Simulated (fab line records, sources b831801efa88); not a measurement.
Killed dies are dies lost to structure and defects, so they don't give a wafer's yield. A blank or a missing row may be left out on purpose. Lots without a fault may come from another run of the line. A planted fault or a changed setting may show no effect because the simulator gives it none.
Which tool did it? | flow sky130 | 12 lots, 36 wafers sampled, at 3 steps of a route of 708

WHAT THE GAUGES READ, wafer by wafer
SKY_VIA3_OVL_MEAS_13.
lot  | measured     | on         | VIA3_OVL (nm)
L434 | day 39 14:23 | overlay-01 | 5 -1 0
L435 | day 39 18:34 | overlay-01 | 4 3 -10
L436 | day 39 20:37 | overlay-01 | 4 6 6
L437 | day 40 06:58 | overlay-02 | -11 -15 -3
L438 | day 40 15:17 | overlay-01 | -13 -7 -10
L441 | day 41 19:56 | overlay-01 | -8 0 -8
L449 | day 44 11:41 | overlay-01 | 0 1 2
L451 | day 44 17:40 | overlay-01 | -3 -4 -7
L454 | day 45 02:40 | overlay-02 | -2 -5 -2
L455 | day 45 03:38 | overlay-02 | -3 -2 -4
L456 | day 45 18:28 | overlay-01 | -7 5 -2
L457 | day 46 01:17 | overlay-01 | -12 -5 -8

SKY_VIA3_THK_MEAS_23: measures by xrf.
lot  | measured     | on            | VIA3_W_THK (nm)
L434 | day 39 15:25 | film_metro-01 | 390 392 390
L435 | day 39 19:36 | film_metro-03 | 401 394 398
L436 | day 39 21:38 | film_metro-03 | 397 396 402
L437 | day 40 08:00 | film_metro-03 | 404 398 397
L438 | day 40 16:50 | film_metro-03 | 395 397 395
L441 | day 41 20:58 | film_metro-04 | 392 394 391
L449 | day 44 12:43 | film_metro-03 | 394 394 390
L451 | day 44 18:42 | film_metro-03 | 396 392 392
L454 | day 45 03:43 | film_metro-04 | 387 394 397
L455 | day 45 04:41 | film_metro-03 | 396 394 392
L456 | day 45 19:31 | film_metro-01 | 395 402 393
L457 | day 46 02:20 | film_metro-04 | 389 380 395

WHICH TOOL RAN EACH LOT (tool, then ch and the chambers of the sampled wafers, then the start)
lot  | SKY_VIA3_CVD_21
L434 | cvd_w-02 ch 0,1, day 39 15:10
L435 | cvd_w-02 ch 0,1, day 39 19:21
L436 | cvd_w-01 ch 0,1, day 39 21:24
L437 | cvd_w-01 ch 0,1, day 40 07:45
L438 | cvd_w-01 ch 0, day 40 16:35
L441 | cvd_w-02 ch 0,1, day 41 20:43
L449 | cvd_w-02 ch 0,1, day 44 12:28
L451 | cvd_w-02 ch 0,1, day 44 18:27
L454 | cvd_w-01 ch 0,1, day 45 03:28
L455 | cvd_w-01 ch 1, day 45 04:25
L456 | cvd_w-01 ch 0,1, day 45 19:16
L457 | cvd_w-02 ch 0,1, day 46 02:07
- SKY_VIA3_CVD_21: deposits W, target thk 390 nm, time 117.31 s.

WHAT THE TOOLS THEMSELVES READ (means of the sampled wafers that have a number; where no wafer has one, the mark that the record gives instead)
SKY_VIA3_CVD_21.
lot  | tool     | heater_power_w (W) | susceptor_temp_C (C)
L434 | cvd_w-02 | 849                | 400.01
L435 | cvd_w-02 | 859                | 400.11
L436 | cvd_w-01 | 919                | 399.98
L437 | cvd_w-01 | 937                | 400.03
L438 | cvd_w-01 | 953                | 400.07
L441 | cvd_w-02 | 859                | 400.25
L449 | cvd_w-02 | 900                | 400.17
L451 | cvd_w-02 | 896                | 399.82
L454 | cvd_w-01 | 940                | 400.07
L455 | cvd_w-01 | 894                | 399.86
L456 | cvd_w-01 | 901                | 399.82
L457 | cvd_w-02 | 912                | 399.91

THE ANSWER, worked out from the rows above alone
Rule: what is usual is taken from the lots themselves. Put in order of their means at a reading, lots are off if they are a third of the lots or fewer, leave a main group of 4 or more, and stand apart from it by a gap of 3 or more times the standard deviation of the main group's means; of several such gaps the widest counts. A main group whose means are all the same, to the digits that the tables above print for the reading, isn't used. A lot without any number at a reading at which 4 lots or more have one is off too. The other lots that the step has rows for count as sound. The gauges are gone through in route order, then the tools' own readings, and for those a lot's mean is taken as printed above. The first step at which some lot is off is used, and at that step the reading that is off furthest; a lot without a number counts as furthest.
No lot is off at any reading shown: from this, nothing can be told.

WHAT THE SIMULATOR HAD PUT IN
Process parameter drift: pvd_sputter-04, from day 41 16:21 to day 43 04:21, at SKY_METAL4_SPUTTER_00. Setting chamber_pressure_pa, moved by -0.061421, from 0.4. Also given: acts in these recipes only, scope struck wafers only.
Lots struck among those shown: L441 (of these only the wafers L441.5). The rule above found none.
